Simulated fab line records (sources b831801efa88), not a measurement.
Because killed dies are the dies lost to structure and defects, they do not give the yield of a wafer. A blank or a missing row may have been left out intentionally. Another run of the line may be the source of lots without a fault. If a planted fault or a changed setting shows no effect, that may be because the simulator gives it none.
Which of the tools did it? || flow sky130 || 6 lots, 18 wafers sampled, at 1 step of a route of 708

WHAT THE GAUGES READ, wafer by wafer
SKY_LDD_HVP_OVL_MEAS_07.
{"lot": "L182", "measured": "day 22 03:30", "on": "overlay-01", "LDD_HVP_OVL (nm)": "-0.7 -1.9 -2.1"}
{"lot": "L185", "measured": "day 23 09:46", "on": "overlay-01", "LDD_HVP_OVL (nm)": "2.9 0.9 2.9"}
{"lot": "L188", "measured": "day 24 07:31", "on": "overlay-01", "LDD_HVP_OVL (nm)": "-1.0 0.7 0.4"}
{"lot": "L196", "measured": "day 27 20:37", "on": "overlay-01", "LDD_HVP_OVL (nm)": "1.3 -2.0 1.4"}
{"lot": "L199", "measured": "day 28 09:40", "on": "overlay-01", "LDD_HVP_OVL (nm)": "0.3 1.2 1.2"}
{"lot": "L201", "measured": "day 29 20:31", "on": "overlay-02", "LDD_HVP_OVL (nm)": "0.3 2.0 0.5"}

EACH LOT AND THE TOOL THAT RAN IT (in order: tool; ch and the chambers of the sampled wafers; start)
The record shows no process step preceding these readings.

THE ANSWER, worked out from the rows above alone
Rule: the lots themselves supply what counts as usual. Put in order of their means at a reading, lots are off if they are a third of the lots or fewer, leave a main group of 4 or more, and stand apart from it by a gap of 3 or more times the standard deviation of the main group's means; of several such gaps the widest counts. If all means in a main group match to the digits the tables above print for the reading, that group is not used. A lot without any number at a reading at which 4 lots or more have one is off too. Where the step has rows for the other lots, those lots are counted as sound.
None of the lots is off at any reading shown; this tells nothing.

WHAT THE SIMULATOR PUT IN
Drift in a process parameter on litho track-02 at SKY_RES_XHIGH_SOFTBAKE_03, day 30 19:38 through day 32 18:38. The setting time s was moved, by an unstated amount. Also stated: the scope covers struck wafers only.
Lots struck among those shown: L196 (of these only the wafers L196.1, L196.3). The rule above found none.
